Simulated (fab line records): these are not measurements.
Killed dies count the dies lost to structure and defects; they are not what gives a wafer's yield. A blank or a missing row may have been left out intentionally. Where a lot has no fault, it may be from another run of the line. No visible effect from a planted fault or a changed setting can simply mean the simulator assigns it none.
A struck lot beside a sound one || flow sky130 || 26 out of 708 route steps
Sound: wafers L820.3, L820.4, L820.5. Wafers struck: L806.1, L806.4, L806.6. At the end, the cause is stated.
Each step with rows lists, per side, the tool, then ch with its chambers, then its first start. Under that, the readings that differ: sound wafers || struck wafers || difference of the means || sigmas: that difference in standard deviations of wafers without a fault.
alike: readings whose means differ by less than 2 such deviations, and words and numbers that are the same on both sides. not compared: withheld readings, readings that some wafer has no value for, bounds like >300 that may hide the same value, and numbers for which the record gives no deviation and whose values overlap.
The two part at a step that has a row with sigmas, a row that says differs or no value, or rows on one side only. Numbers that have no deviation but don't overlap get no sigmas and don't part them. Lack of a reading on every wafer of one side parts them only where that side has two or more wafers.

first, 2 steps without rows for these wafers: SKY_METAL4_PEB_11; SKY_METAL4_DEVELOP_12 (develop time 60 s).
SKY_METAL4_CD_MEAS_13 targets a cd of 300 nm.
  sound on cd-sem-02, day 46 13:13; struck on cd-sem-02, day 42 22:25
  alike: cd-nm
SKY_METAL4_OVL_MEAS_14:
  sound on overlay-02, day 46 13:18; struck on overlay-02, day 42 22:32
  alike: METAL4_OVL
SKY_METAL4_DESCUM_15: chemistry O2, time 8 s.
  sound on rie-metal-04 ch 0,1, day 46 13:20; struck on rie-metal-01 ch 0,1, day 42 22:34
  alike: drypump-motor-current-A, oes-product-au
  not compared: rf-hours-counter-h
SKY_METAL4_ETCH_16: etches BARC in N2/H2, stops on SiO2, time 91.81 s, target depth 60 nm.
  sound on rie-metal-04 ch 0,1, day 46 13:23; struck on rie-metal-01 ch 0,1, day 42 22:36
  alike: drypump-motor-current-A, oes-product-au, throttle-valve-pct
  not compared: rf-hours-counter-h
then, 1 step without rows for these wafers: SKY_METAL4_ETCH_17 (etches SiO2 in C4F8/O2/Ar, stops on TiN, time 3.9 s, target depth 15 nm).
SKY_METAL4_METAL_ETCH_18: etches the open film in Cl2/BCl3, stops on SiO2, target depth 845 nm, time 183.1 s.
  sound on rie-metal-03 ch 0,1, day 46 13:32; struck on rie-metal-03 ch 0,1, day 42 22:43
  alike: bcl3-flow-sccm, drypump-motor-current-A, mfc-cl2-sccm, oes-product-au, throttle-valve-pct
  not compared: rf-hours-counter-h
then, 4 steps without rows for these wafers: SKY_METAL4_STRIP_19 (strips in O2/N2); SKY_METAL4_STRIP_20 (strips in post etch residue remover, time 1200 s); SKY_METAL4_CLEAN_21 (cleans in IPA, time 180 s); SKY_METAL4_CLEAN_22 (cleans in O3/DIW).
SKY_VIA4_HDPCVD_00: deposits SiO2, target thk 1750 nm, time 291.7 s.
  sound on hdpcvd-01 ch 1,2, day 46 14:40; struck on hdpcvd-02 ch 1,2, day 42 23:29
  no value came back on the struck wafers for pressure-mtorr (mTorr), run-length-s (s); on the sound wafers pressure-mtorr (mTorr) reads 5.986 5.989 6.010
SKY_VIA4_CMP_02: polishes SiO2.
  sound on cmp-02 ch 0,1, day 46 15:16; struck on cmp-02 ch 2,3, day 42 23:44
  alike: motor-current-A
SKY_VIA4_BOW_MEAS_03:
  sound on film-metro-03, day 46 15:37; struck on film-metro-03, day 43 00:02
{"reading": "VIA4_BOW (um)", "sound": "85 71 89", "struck": "97 108 96", "difference": "+19", "sigmas": "+3"}
then, 7 steps without rows for these wafers: SKY_VIA4_DEHYDRATE_04 (time 60 s); SKY_VIA4_HMDS_05 (prime time 60 s); SKY_VIA4_COAT_06 (resist thk 1140 nm); SKY_VIA4_SOFTBAKE_07 (time 60 s); SKY_VIA4_EXPOSE_08 (exposes mask VIM4, target cd 800 nm); SKY_VIA4_PEB_09; SKY_VIA4_DEVELOP_10 (develop time 60 s).
SKY_VIA4_OVL_MEAS_11:
  sound on overlay-02, day 47 10:43; struck on overlay-01, day 43 23:13
  alike: VIA4_OVL
SKY_VIA4_ETCH_12: etches SiO2 in C4F8/O2/Ar, stops on TiN, target depth 580 nm.
  sound on rie-diel-01 ch 0,1,2, day 47 10:45; struck on rie-diel-02 ch 0,1, day 43 23:15
{"reading": "oes-product-au (a.u.)", "sound": "0.922 0.931 0.920", "struck": "0.378 0.370 0.371", "difference": -0.551, "sigmas": "-99 or more"}
{"reading": "model.etch.depth-nm (nm)", "sound": "582.6 580.9 581.6", "struck": "0 0 0", "difference": -582, "sigmas": ""}
SKY_VIA4_STRIP_13: strips in O2/N2.
  sound on plasma-asher-02 ch 0,1, day 47 10:51; struck on plasma-asher-01 ch 0, day 43 23:19
  alike: drypump-motor-current-A, oes-product-au, strip-time-to-endpoint-s
  not compared: rf-hours-counter-h
-- the record jumps here: 3 days lie between the struck wafers' starts before and after (it left off in module VIA4 and takes up again in module PAD_OPEN, whose first step shown is number 708 of the route) --
SKY_PAD_OPEN_PROBE_99:
  sound on prober-02, day 49 22:53; struck on prober-01, day 46 18:37
{"reading": "defect-limited-yield (%)", "sound": "82.1 84.6 82.3", "struck": "0 0 0", "difference": -83, "sigmas": -42}
{"reading": "killed_at_M0_to_M3", "sound": "48 40 46", "struck": "7 8 2", "difference": -39, "sigmas": -6}
{"reading": "killed_at_M4_up", "sound": "2 3 2", "struck": "478 479 485", "difference": "+478", "sigmas": "+99 or more"}
{"reading": "killed-at-contacts", "sound": "24 24 28", "struck": "3 1 4", "difference": -23, "sigmas": -5}
{"reading": "killed-dies", "sound": "88 76 87", "struck": "492 492 492", "difference": "+408", "sigmas": "+42"}
{"reading": "killed-on-rim", "sound": "18 23 14", "struck": "96 96 96", "difference": "+78", "sigmas": "+22"}
{"reading": "killed-open", "sound": "51 42 42", "struck": "6 7 2", "difference": -40, "sigmas": -6}
{"reading": "killed-short", "sound": "37 33 45", "struck": "8 7 6", "difference": -31, "sigmas": -5}
{"reading": "sort_bin_3_pad_short (%)", "sound": "1.0 1.0 0.6", "struck": "20.7 24.8 21.3", "difference": "+21.4", "sigmas": "+52"}
{"reading": "sort_bin_5_function (%)", "sound": "11.2 7.7 11.4", "struck": "76.4 72.4 74.8", "difference": "+64.4", "sigmas": "+43"}
{"reading": "sort_bin_6_memory (%)", "sound": "5.7 6.7 5.7", "struck": "2.8 2.8 3.9", "difference": -2.9, "sigmas": -3}
{"reading": "sort-n-pass", "sound": "404 416 405", "struck": "0 0 0", "difference": -408, "sigmas": -42}
{"reading": "sort-yield-pct (%)", "sound": "82.1 84.6 82.3", "struck": "0 0 0", "difference": -83, "sigmas": -42}
  alike: killed-at-front-end, killed-at-other

WHERE THEY PART
First at SKY_VIA4_HDPCVD_00; last, within this record, at SKY_PAD_OPEN_PROBE_99.

WHY: whatever the simulator had introduced
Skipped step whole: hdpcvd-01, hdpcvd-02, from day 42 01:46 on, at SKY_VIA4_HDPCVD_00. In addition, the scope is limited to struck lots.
